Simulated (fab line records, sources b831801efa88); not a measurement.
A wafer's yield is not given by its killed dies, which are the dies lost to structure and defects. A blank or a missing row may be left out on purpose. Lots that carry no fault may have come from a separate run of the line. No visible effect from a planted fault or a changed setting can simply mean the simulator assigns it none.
A lot that was struck, set against a sound lot + flow sky130 + 15 out of 708 route steps
Sound: the wafers L230.1, L230.2, L230.5. The struck wafers were L236.1, L236.3, L236.6. Last of all comes the cause.
At each step with rows: each side's tool, then ch and its chambers, then its first start. Under that, the readings that differ: sound wafers + struck wafers + difference of the means + sigmas: that difference in standard deviations of wafers without a fault.
alike: readings whose means differ by less than 2 such deviations, and words and numbers that are the same on both sides. not compared: withheld readings, readings that some wafer has no value for, bounds like >300 that may hide the same value, and numbers for which the record gives no deviation and whose values overlap.
A row with sigmas, a row that says differs or no value, or rows on one side alone: a step with any of these is where the two part. Non-overlapping numbers with no deviation appear without sigmas and do not part them. Lack of a reading on every wafer of one side parts them only where that side has two or more wafers.

first, 2 steps without rows for these wafers: SKY_SALICIDE_CLEAN_00 (cleans in HF-last, time 30 s); SKY_LI_CONTACT_HDPCVD_00 (deposits PSG, target thk 930 nm, time 150 s).
SKY_LI_CONTACT_THK_MEAS_01:
  sound: film_metro-04 at day 30 00:18; struck: film_metro-01 at day 32 03:51
  alike: LI_CONTACT_HDPCVD_THK
SKY_LI_CONTACT_CMP_02: polishes PSG.
  sound on cmp-01 ch 1,3, day 30 00:25; struck on cmp-01 ch 1,2,3, day 32 03:58
  alike: head_pressure_psi, motor_current_A, time_to_endpoint_s
SKY_LI_CONTACT_BOW_MEAS_03:
  sound: film_metro-03 at day 30 00:40; struck: film_metro-03 at day 32 04:13
  alike: LI_CONTACT_BOW
then, 7 steps without rows for these wafers: SKY_LI_CONTACT_DEHYDRATE_04 (time 60 s); SKY_LI_CONTACT_HMDS_05 (prime time 60 s); SKY_LI_CONTACT_COAT_06 (resist thk 60 nm); SKY_LI_CONTACT_COAT_07 (resist thk 450 nm); SKY_LI_CONTACT_SOFTBAKE_08 (time 90 s); SKY_LI_CONTACT_EXPOSE_09 (exposes mask LICM1, target cd 170 nm); SKY_LI_CONTACT_PEB_10.
SKY_LI_CONTACT_DEVELOP_11: develop time 60 s.
  sound on litho_track-01 ch 0, day 31 04:00; struck on litho_track-02 ch 0, day 33 07:00
| reading              | sound             | struck            | difference | sigmas |
|----------------------|-------------------|-------------------|------------|--------|
| developer_temp_C (C) | 20.95 21.08 20.98 | 22.94 22.69 22.88 | +1.83      | +18    |
  alike: chill_plate_temp_C
SKY_LI_CONTACT_CD_MEAS_12: target cd 170 nm.
  sound: cd_sem-02 at day 31 04:59; struck: cd_sem-02 at day 33 07:29
  alike: cd_nm
-- record jumps: 16 days separate the struck wafers' starts on either side; left off in module LI_CONTACT, taken up again in module PAD_OPEN, whose first shown step is the route's number 708 --
SKY_PAD_OPEN_PROBE_99:
  sound: prober-01 at day 47 10:38; struck: prober-01 at day 48 22:50
  alike: killed_at_M0_to_M3, killed_at_M4_up, killed_at_contacts, killed_at_front_end, killed_at_other, killed_dies, killed_open, killed_short

== WHERE THEY PART ==
SKY_LI_CONTACT_DEVELOP_11 only, going by this record. Later steps at which nothing parts them and some readings are alike: SKY_LI_CONTACT_CD_MEAS_12, SKY_PAD_OPEN_PROBE_99.

WHY: the cause the simulator had injected
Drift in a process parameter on litho_track-02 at SKY_LI_CONTACT_DEVELOP_11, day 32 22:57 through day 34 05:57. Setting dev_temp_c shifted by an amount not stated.
